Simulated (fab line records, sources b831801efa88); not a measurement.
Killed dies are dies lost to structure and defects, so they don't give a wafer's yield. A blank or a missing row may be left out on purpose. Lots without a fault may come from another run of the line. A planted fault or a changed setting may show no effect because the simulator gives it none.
Which tool did it? | flow gf180mcu | 13 lots, 39 wafers sampled, at 6 steps of a route of 602

WHAT THE GAUGES READ, wafer by wafer
GF_LVPWELL_TW_MEAS_11. Usual: LVPWELL_TW 560, standard deviation 3.3.
lot  | measured    | on            | LVPWELL_TW  | flag
L664 | day 3 20:14 | film_metro-04 | 563 559 560 |
L666 | day 4 07:36 | film_metro-04 | 592 592 594 | OFF
L667 | day 4 12:51 | film_metro-04 | 563 562 563 |
L671 | day 5 17:41 | film_metro-03 | 595 594 593 | OFF
L673 | day 5 23:29 | film_metro-04 | 598 596 596 | OFF
L679 | day 7 17:10 | film_metro-03 | 557 560 558 |
L678 | day 7 17:52 | film_metro-03 | 565 560 561 |
L681 | day 7 23:34 | film_metro-04 | 561 563 564 |
L680 | day 7 23:54 | film_metro-04 | 566 561 560 |
L683 | day 8 14:59 | film_metro-02 | 551 553 552 |
L685 | day 8 22:40 | film_metro-04 | 562 563 561 |
L686 | day 9 01:58 | film_metro-03 | 559 559 554 |
L687 | day 9 06:34 | film_metro-03 | 560 557 559 |

GF_VT_IMPLANT_RS_MEAS_48: measures by four-point-probe. Usual: LVPWELL_RS 1196.5 ohm/sq, standard deviation 3.
lot  | measured     | on            | LVPWELL_RS (ohm/sq)  | flag
L664 | day 7 08:28  | film_metro-03 | 1195.5 1194.6 1195.4 |
L666 | day 7 22:31  | film_metro-03 | 1034.5 1032.4 1031.9 | OFF
L667 | day 8 03:40  | film_metro-04 | 1195.3 1195.3 1193.4 |
L671 | day 9 17:41  | film_metro-03 | 1031.1 1028.5 1031.8 | OFF
L673 | day 10 00:37 | film_metro-02 | 1030.0 1028.6 1031.6 | OFF
L679 | day 12 02:09 | film_metro-02 | 1198.8 1197.5 1198.4 |
L678 | day 12 05:32 | film_metro-04 | 1199.8 1201.9 1199.4 |
L681 | day 12 10:31 | film_metro-02 | 1197.4 1198.1 1199.6 |
L680 | day 12 11:27 | film_metro-02 | 1193.6 1194.4 1190.8 |
L683 | day 13 05:07 | film_metro-03 | 1194.2 1195.0 1194.0 |
L685 | day 13 14:16 | film_metro-04 | 1198.7 1200.5 1199.2 |
L686 | day 13 17:46 | film_metro-02 | 1196.3 1192.8 1197.7 |
L687 | day 13 23:59 | film_metro-02 | 1196.2 1198.5 1196.4 |

GF_M1_THK_MEAS_06: measures by xrf. Usual: M1_ALCU_THK 443 nm, standard deviation 5.5.
lot  | measured     | on            | M1_ALCU_THK (nm) | flag
L664 | day 15 17:38 | film_metro-04 | 456 451 455      |
L666 | day 16 12:37 | film_metro-03 | 449 446 446      |
L667 | day 16 23:21 | film_metro-01 | 443 443 439      |
L671 | day 19 02:07 | film_metro-04 | 447 446 443      |
L673 | day 19 11:00 | film_metro-01 | 434 434 435      |
L679 | day 22 01:01 | film_metro-03 | 453 446 448      |
L678 | day 22 08:11 | film_metro-04 | 453 449 447      |
L681 | day 22 13:35 | film_metro-03 | 439 440 440      |
L680 | day 22 15:13 | film_metro-01 | 430 430 433      |
L683 | day 23 10:13 | film_metro-03 | 443 445 442      |
L685 | day 23 17:59 | film_metro-03 | 438 442 440      |
L686 | day 23 23:38 | film_metro-03 | 439 436 442      |
L687 | day 24 06:01 | film_metro-01 | 447 444 449      |

WHICH TOOL RAN EACH LOT (tool, then ch and the chambers of the sampled wafers, then the start)
lot  | GF_LVPWELL_IMPLANT_09          | GF_SALICIDE_SPUTTER_03       | GF_M1_SPUTTER_01
L664 | implanter-03 ch 0, day 3 19:59 | pvd_sputter-03, day 14 17:52 | pvd_sputter-04, day 15 17:23
L666 | implanter-01 ch 0, day 4 07:03 | pvd_sputter-03, day 15 12:09 | pvd_sputter-01, day 16 12:22
L667 | implanter-03 ch 0, day 4 12:36 | pvd_sputter-03, day 15 22:34 | pvd_sputter-02, day 16 23:07
L671 | implanter-02 ch 0, day 5 17:03 | pvd_sputter-01, day 17 22:10 | pvd_sputter-04, day 19 01:52
L673 | implanter-02 ch 0, day 5 22:55 | pvd_sputter-03, day 18 08:09 | pvd_sputter-02, day 19 10:45
L679 | implanter-03 ch 0, day 7 16:55 | pvd_sputter-01, day 20 22:33 | pvd_sputter-02, day 22 00:47
L678 | implanter-02 ch 0, day 7 17:39 | pvd_sputter-03, day 21 05:44 | pvd_sputter-04, day 22 07:56
L681 | implanter-03 ch 0, day 7 23:19 | pvd_sputter-02, day 21 11:59 | pvd_sputter-01, day 22 13:20
L680 | implanter-01 ch 0, day 7 23:39 | pvd_sputter-03, day 21 13:29 | pvd_sputter-02, day 22 14:58
L683 | implanter-03 ch 0, day 8 14:44 | pvd_sputter-02, day 22 08:13 | pvd_sputter-04, day 23 09:58
L685 | implanter-02 ch 0, day 8 22:25 | pvd_sputter-01, day 22 16:10 | pvd_sputter-01, day 23 17:44
L686 | implanter-03 ch 0, day 9 01:44 | pvd_sputter-02, day 22 22:32 | pvd_sputter-01, day 23 23:23
L687 | implanter-02 ch 0, day 9 06:21 | pvd_sputter-02, day 23 04:34 | pvd_sputter-02, day 24 05:46
- GF_LVPWELL_IMPLANT_09
- GF_SALICIDE_SPUTTER_03: material TiN, target thk 20 nm, time 16.7 s.
- GF_M1_SPUTTER_01: material TiN, target thk 30 nm, time 25 s.

WHAT THE TOOLS THEMSELVES READ (means of the sampled wafers that have a number; where no wafer has one, the mark that the record gives instead)
GF_SALICIDE_SPUTTER_03. Usual: throttle_valve_pct 29.6 %, standard deviation 0.96.
lot  | tool           | throttle_valve_pct (%) | flag
L664 | pvd_sputter-03 | 30.0                   |
L666 | pvd_sputter-03 | 30.0                   |
L667 | pvd_sputter-03 | 29.7                   |
L671 | pvd_sputter-01 | 30.2                   |
L673 | pvd_sputter-03 | 28.9                   |
L679 | pvd_sputter-01 | 29.2                   |
L678 | pvd_sputter-03 | 29.7                   |
L681 | pvd_sputter-02 | 30.2                   |
L680 | pvd_sputter-03 | 29.7                   |
L683 | pvd_sputter-02 | 29.2                   |
L685 | pvd_sputter-01 | 30.0                   |
L686 | pvd_sputter-02 | 29.8                   |
L687 | pvd_sputter-02 | 29.9                   |

GF_M1_SPUTTER_01. Usual: throttle_valve_pct 29.9 %, standard deviation 0.9.
lot  | tool           | throttle_valve_pct (%) | flag
L664 | pvd_sputter-04 | 30.1                   |
L666 | pvd_sputter-01 | 29.8                   |
L667 | pvd_sputter-02 | 29.4                   |
L671 | pvd_sputter-04 | 30.0                   |
L673 | pvd_sputter-02 | 30.0                   |
L679 | pvd_sputter-02 | 30.8                   |
L678 | pvd_sputter-04 | 29.6                   |
L681 | pvd_sputter-01 | 30.1                   |
L680 | pvd_sputter-02 | 29.0                   |
L683 | pvd_sputter-04 | 29.6                   |
L685 | pvd_sputter-01 | 29.4                   |
L686 | pvd_sputter-01 | 30.6                   |
L687 | pvd_sputter-02 | 29.9                   |

THE ANSWER, worked out from the rows above alone
Rule: a lot is off if the mean of its wafers that have a number lies more than 3 standard deviations from the usual mean. A lot without any number at a reading at which 4 lots or more have one is off too. The other lots that the step has rows for count as sound. The gauges are gone through in route order, then the tools' own readings, and for those a lot's mean is taken as printed above. The first step at which some lot is off is used, and at that step the reading that is off furthest; a lot without a number counts as furthest.
Off: L666, L671, L673, at GF_LVPWELL_TW_MEAS_11 (LVPWELL_TW).
A tool fits if, at a process step before that reading, it ran every lot that is off, and no sound lot after the first of them. The gauges at GF_LVPWELL_TW_MEAS_11 are tried like those tools. None of those tried fits.

WHAT THE SIMULATOR HAD PUT IN
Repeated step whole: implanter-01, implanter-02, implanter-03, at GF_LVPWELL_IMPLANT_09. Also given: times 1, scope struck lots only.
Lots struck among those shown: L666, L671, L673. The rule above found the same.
